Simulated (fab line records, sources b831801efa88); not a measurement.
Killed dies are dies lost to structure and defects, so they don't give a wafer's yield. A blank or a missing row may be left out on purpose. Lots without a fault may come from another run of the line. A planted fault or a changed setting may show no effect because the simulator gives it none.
Which tool did it? | flow sky130 | 13 lots, 39 wafers sampled, at 2 steps of a route of 708

WHAT THE GAUGES READ, wafer by wafer
SKY_VIA4_THK_MEAS_01. Usual: VIA4_HDPCVD_THK 1748 nm, standard deviation 17.
lot  | measured     | on            | VIA4_HDPCVD_THK (nm)          | flag
L120 | day 42 08:44 | film_metro-01 | 1775 1781 1751                |
L121 | day 42 11:36 | film_metro-03 | 1741 1726 1750                |
L119 | day 42 13:02 | film_metro-01 | 1784 1759 1764                |
L124 | day 43 08:35 | film_metro-01 | 1738 1721 1729                |
L122 | day 43 09:58 | film_metro-03 | 1758 1735 1755                |
L123 | day 43 11:13 | film_metro-04 | 1761 1730 1730                |
L126 | day 44 12:32 | film_metro-03 | 1763 1735 1748                |
L125 | day 44 14:38 | film_metro-01 | 1741 1727 1738                |
L128 | day 45 00:08 | film_metro-03 | 1762 1754 1742                |
L132 | day 46 02:49 | film_metro-03 | 1754 1778 2236 1755 1778 2236 | OFF
L134 | day 46 07:29 | film_metro-01 | 1753 2249 1773 1753 2248 1772 | OFF
L137 | day 46 19:34 | film_metro-03 | 1752 1741 1743                |
L138 | day 47 00:16 | film_metro-04 | 1734 1718 1718                |

WHICH TOOL RAN EACH LOT (tool, then ch and the chambers of the sampled wafers, then the start)
lot  | SKY_VIA4_HDPCVD_00
L120 | hdpcvd-01 ch 0,2, day 42 08:33
L121 | hdpcvd-01 ch 1,2, day 42 11:24
L119 | hdpcvd-01 ch 0,1, day 42 12:51
L124 | hdpcvd-02 ch 0,1,2, day 43 08:25
L122 | hdpcvd-01 ch 0,2, day 43 09:47
L123 | hdpcvd-02 ch 0,1, day 43 11:02
L126 | hdpcvd-01 ch 0,2, day 44 12:22
L125 | hdpcvd-02 ch 0,1, day 44 14:28
L128 | hdpcvd-01 ch 0,1,2, day 44 23:58
L132 | hdpcvd-02 ch 0,1,2, day 46 02:38
L134 | hdpcvd-02 ch 0,1,2, day 46 07:17
L137 | hdpcvd-01 ch 0,1, day 46 19:22
L138 | hdpcvd-01 ch 0,1, day 47 00:04
- SKY_VIA4_HDPCVD_00: deposits SiO2, target thk 1750 nm, time 291.7 s.

WHAT THE TOOLS THEMSELVES READ (means of the sampled wafers that have a number; where no wafer has one, the mark that the record gives instead)
SKY_VIA4_HDPCVD_00. Usual: run_length_s 319.7 s, standard deviation 0.66.
lot  | tool      | run_length_s (s) | flag
L120 | hdpcvd-01 | 320.4            |
L121 | hdpcvd-01 | 320.4            |
L119 | hdpcvd-01 | 319.8            |
L124 | hdpcvd-02 | 319.7            |
L122 | hdpcvd-01 | 320.6            |
L123 | hdpcvd-02 | 319.2            |
L126 | hdpcvd-01 | 320.3            |
L125 | hdpcvd-02 | 319.3            |
L128 | hdpcvd-01 | 319.7            |
L132 | hdpcvd-02 | 347.0            | OFF
L134 | hdpcvd-02 | 347.1            | OFF
L137 | hdpcvd-01 | 319.9            |
L138 | hdpcvd-01 | 320.0            |

THE ANSWER, worked out from the rows above alone
Rule: a lot is off if the mean of its wafers that have a number lies more than 3 standard deviations from the usual mean. A lot without any number at a reading at which 4 lots or more have one is off too. The other lots that the step has rows for count as sound. The gauges are gone through in route order, then the tools' own readings, and for those a lot's mean is taken as printed above. The first step at which some lot is off is used, and at that step the reading that is off furthest; a lot without a number counts as furthest.
Off: L132, L134, at SKY_VIA4_THK_MEAS_01 (VIA4_HDPCVD_THK).
A tool fits if, at a process step before that reading, it ran every lot that is off, and no sound lot after the first of them. The gauges at SKY_VIA4_THK_MEAS_01 aren't tried: what is off there is off at SKY_VIA4_HDPCVD_00 too, on other tools, and a gauge's error can't cause that. One fits: hdpcvd-02 at SKY_VIA4_HDPCVD_00. Its last sound lot is L125 (day 44 14:28), its first lot that is off L132 (day 46 02:38): a fault that began between those two fits.
The tool's own readings at SKY_VIA4_HDPCVD_00 bear it out: on the lots that are off they differ by more than 5 times the standard deviation of the sound lots' means. run_length_s reads 347.1 s there against 319.9 s on the sound lots.

WHAT THE SIMULATOR HAD PUT IN
Process parameter drift: hdpcvd-02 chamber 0, from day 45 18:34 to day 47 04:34, at SKY_VIA4_HDPCVD_00. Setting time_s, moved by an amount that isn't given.
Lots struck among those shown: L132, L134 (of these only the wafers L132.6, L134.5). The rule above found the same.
